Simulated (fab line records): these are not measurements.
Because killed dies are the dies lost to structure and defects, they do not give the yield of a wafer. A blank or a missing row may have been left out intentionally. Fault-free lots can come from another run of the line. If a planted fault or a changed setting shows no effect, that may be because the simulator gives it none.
Which tool is to blame? + flow gf180mcu + 24 lots with 72 wafers sampled at 4 steps, on a route of 602 steps

## WHAT THE GAUGES READ, wafer by wafer
GF_STI_THK_MEAS_22. Usual: STI_OXIDATION_01_THK typically reads 15.3 nm, with standard deviation 0.38.
| lot  | measured    | on            | STI_OXIDATION_01_THK (nm) | flag |
|------|-------------|---------------|---------------------------|------|
| L074 | day 2 03:43 | film-metro-03 | 14.9 15.3 15.0            |      |
| L075 | day 2 10:13 | film-metro-03 | 15.6 15.5 15.1            |      |
| L076 | day 2 13:53 | film-metro-01 | 15.1 15.5 15.5            |      |
| L077 | day 2 20:13 | film-metro-03 | 15.0 15.0 15.0            |      |
| L078 | day 3 00:10 | film-metro-03 | 15.1 15.2 15.1            |      |
| L079 | day 3 05:36 | film-metro-03 | 14.7 15.0 14.9            |      |
| L080 | day 3 12:53 | film-metro-01 | 15.8 15.9 15.6            |      |
| L081 | day 3 19:58 | film-metro-03 | 16.1 15.8 16.2            |      |
| L082 | day 3 22:31 | film-metro-02 | 16.0 15.8 15.6            |      |
| L083 | day 4 03:17 | film-metro-01 | 15.0 15.1 15.1            |      |
| L084 | day 4 09:08 | film-metro-01 | 14.7 15.1 14.7            |      |
| L085 | day 4 15:23 | film-metro-03 | 15.6 15.8 15.7            |      |
| L086 | day 4 20:39 | film-metro-03 | 15.0 14.7 15.0            |      |
| L087 | day 4 22:59 | film-metro-03 | 14.6 15.0 14.9            |      |
| L088 | day 5 05:47 | film-metro-03 | 15.5 15.4 15.4            |      |
| L089 | day 5 09:31 | film-metro-03 | 15.7 15.6 15.8            |      |
| L090 | day 5 12:41 | film-metro-03 | 15.0 14.9 15.1            |      |
| L091 | day 5 19:32 | film-metro-02 | 15.8 15.6 15.5            |      |
| L092 | day 6 02:11 | film-metro-01 | 15.0 15.1 15.0            |      |
| L093 | day 6 05:41 | film-metro-01 | 15.4 15.5 15.6            |      |
| L094 | day 6 10:53 | film-metro-02 | 15.5 15.4 15.5            |      |
| L095 | day 6 15:40 | film-metro-02 | 15.3 15.4 15.4            |      |
| L096 | day 6 20:49 | film-metro-01 | 15.8 15.7 15.8            |      |
| L097 | day 7 01:39 | film-metro-01 | 15.7 15.4 15.5            |      |

GF_LVPWELL_OVL_MEAS_07. Usual: LVPWELL_OVL typically reads 0.3 nm, with standard deviation 1.6.
| lot  | measured    | on         | LVPWELL_OVL (nm) | flag |
|------|-------------|------------|------------------|------|
| L074 | day 3 22:23 | overlay-01 | 5.0 4.2 3.9      |      |
| L075 | day 4 03:50 | overlay-01 | 2.0 3.1 0.5      |      |
| L076 | day 4 07:56 | overlay-01 | -0.1 -1.9 -0.9   |      |
| L077 | day 4 15:51 | overlay-01 | 0.9 2.3 2.1      |      |
| L078 | day 4 18:53 | overlay-02 | -0.8 -0.4 -1.7   |      |
| L079 | day 5 00:50 | overlay-01 | 0.4 -0.5 0.6     |      |
| L080 | day 5 13:43 | overlay-02 | -0.1 1.0 -1.6    |      |
| L081 | day 5 20:20 | overlay-02 | 1.5 0.3 2.7      |      |
| L082 | day 5 22:08 | overlay-02 | -1.4 0.1 0.7     |      |
| L083 | day 6 01:30 | overlay-01 | -1.0 -0.8 -1.0   |      |
| L084 | day 6 10:00 | overlay-01 | -1.8 0.9 -0.5    |      |
| L085 | day 6 14:06 | overlay-01 | -0.1 0.4 0.7     |      |
| L086 | day 6 19:35 | overlay-01 | 2.3 3.2 2.4      |      |
| L087 | day 6 23:05 | overlay-01 | -1.8 0.3 -0.8    |      |
| L088 | day 7 05:50 | overlay-02 | 1.9 1.6 0.6      |      |
| L089 | day 7 09:26 | overlay-02 | 0.5 1.3 1.3      |      |
| L090 | day 7 12:41 | overlay-01 | 1.4 -0.2 1.0     |      |
| L091 | day 7 19:09 | overlay-01 | 0.1 -1.8 -0.2    |      |
| L092 | day 8 02:02 | overlay-02 | -1.0 -3.1 -3.8   |      |
| L093 | day 8 06:23 | overlay-02 | 0.9 -0.8 1.9     |      |
| L094 | day 8 12:38 | overlay-01 | 0.2 1.9 1.5      |      |
| L095 | day 8 19:02 | overlay-01 | -0.5 2.4 0.3     |      |
| L096 | day 8 22:05 | overlay-01 | -0.2 1.8 0.4     |      |
| L097 | day 9 04:29 | overlay-01 | -2.7 -0.1 -1.1   |      |

GF_VT_IMPLANT_OVL_MEAS_18. Usual: VT_IMPLANT_01_OVL typically reads 0.3 nm, with standard deviation 1.2.
| lot  | measured     | on         | VT_IMPLANT_01_OVL (nm) | flag |
|------|--------------|------------|------------------------|------|
| L074 | day 6 09:02  | overlay-02 | 0.2 -1.3 0.8           |      |
| L075 | day 6 15:05  | overlay-02 | 0.9 -0.3 2.3           |      |
| L076 | day 6 18:21  | overlay-02 | -1.2 -0.3 -0.3         |      |
| L077 | day 7 02:29  | overlay-01 | 1.3 0.1 0.9            |      |
| L078 | day 7 06:53  | overlay-01 | -1.1 -0.3 0.8          |      |
| L079 | day 7 14:07  | overlay-01 | -1.0 0.0 1.5           |      |
| L080 | day 8 02:17  | overlay-02 | -0.9 1.8 0.2           |      |
| L081 | day 8 08:52  | overlay-02 | 1.6 0.3 0.6            |      |
| L082 | day 8 11:56  | overlay-02 | 1.3 1.9 -0.5           |      |
| L083 | day 8 15:41  | overlay-02 | 1.7 0.7 1.6            |      |
| L084 | day 8 23:20  | overlay-01 | -0.8 -1.7 -2.0         |      |
| L085 | day 9 04:20  | overlay-02 | -1.3 -0.8 -1.0         |      |
| L086 | day 9 11:47  | overlay-02 | -0.1 2.0 1.3           |      |
| L087 | day 9 15:02  | overlay-02 | 0.1 -0.5 -2.0          |      |
| L088 | day 9 23:02  | overlay-01 | -0.9 1.7 1.3           |      |
| L089 | day 10 02:34 | overlay-02 | 1.7 2.7 3.2            |      |
| L090 | day 10 07:04 | overlay-02 | 0.0 1.1 0.5            |      |
| L091 | day 10 14:26 | overlay-01 | 1.0 0.4 -0.4           |      |
| L092 | day 10 20:38 | overlay-01 | 0.5 0.0 -0.6           |      |
| L093 | day 11 02:08 | overlay-02 | 0.1 -0.5 0.3           |      |
| L094 | day 11 09:31 | overlay-02 | 2.1 1.2 -0.9           |      |
| L095 | day 11 15:53 | overlay-01 | 0.6 1.2 -0.9           |      |
| L096 | day 11 20:13 | overlay-01 | -0.3 -0.8 -0.4         |      |
| L097 | day 12 03:05 | overlay-01 | 1.3 2.0 2.0            |      |

GF_V1_THK_MEAS_25: measures by xrf. Usual: V1_W_THK typically reads 359 nm, with standard deviation 7.2.
| lot  | measured     | on            | V1_W_THK (nm) | flag |
|------|--------------|---------------|---------------|------|
| L074 | day 18 00:41 | film-metro-02 | 367 366 365   |      |
| L075 | day 18 11:08 | film-metro-02 | 366 364 368   |      |
| L076 | day 18 13:17 | film-metro-02 | 368 364 370   |      |
| L077 | day 19 04:26 | film-metro-03 | 356 353 358   |      |
| L078 | day 19 13:33 | film-metro-02 | 355 374 352   |      |
| L079 | day 20 01:09 | film-metro-03 | 351 348 360   |      |
| L080 | day 20 16:07 | film-metro-02 | 363 368 366   |      |
| L081 | day 21 00:13 | film-metro-01 | 359 347 352   |      |
| L082 | day 21 04:55 | film-metro-03 | 355 353 351   |      |
| L083 | day 21 20:26 | film-metro-03 | 352 355 354   |      |
| L084 | day 21 23:50 | film-metro-02 | 360 362 356   |      |
| L085 | day 22 10:12 | film-metro-02 | 371 372 359   |      |
| L086 | day 22 20:46 | film-metro-03 | 359 349 359   |      |
| L087 | day 22 23:36 | film-metro-01 | 361 362 361   |      |
| L088 | day 23 11:04 | film-metro-03 | 355 348 350   |      |
| L089 | day 23 15:37 | film-metro-03 | 342 350 343   |      |
| L090 | day 23 21:13 | film-metro-01 | 359 364 361   |      |
| L091 | day 24 05:02 | film-metro-02 | 358 359 364   |      |
| L092 | day 24 11:29 | film-metro-01 | 366 363 362   |      |
| L093 | day 24 18:27 | film-metro-03 | 352 344 347   |      |
| L094 | day 24 22:47 | film-metro-02 | 366 359 356   |      |
| L095 | day 25 08:07 | film-metro-01 | 362 365 364   |      |
| L096 | day 25 16:28 | film-metro-02 | 366 365 367   |      |
| L097 | day 25 19:31 | film-metro-01 | 363 377 366   |      |

## WHICH TOOL RAN EACH LOT (tool, then ch and the chambers of the sampled wafers, then the start)
Before these readings, the record contains no process step.

## WHAT THE TOOLS THEMSELVES READ (means of the sampled wafers that have a number; where no wafer has one, the mark that the record gives instead)
The record holds no such reading with a usual standard deviation.

## THE ANSWER, worked out from the rows above alone
Rule: lot off if the mean of its wafers having a number is beyond 3 standard deviations from the usual mean. Also off: a lot with no number at a reading for which 4 or more lots have one. Any other lot the step has rows for is counted as sound. First the gauges in route order, then the tools' own readings, where a lot's mean is used as printed above. The first step at which some lot is off is used, and at that step the reading that is off furthest; a lot without a number counts as furthest.
Across all readings shown, no lot is off: no conclusion can be drawn from this.

## WHAT WAS PUT IN BY THE SIMULATOR
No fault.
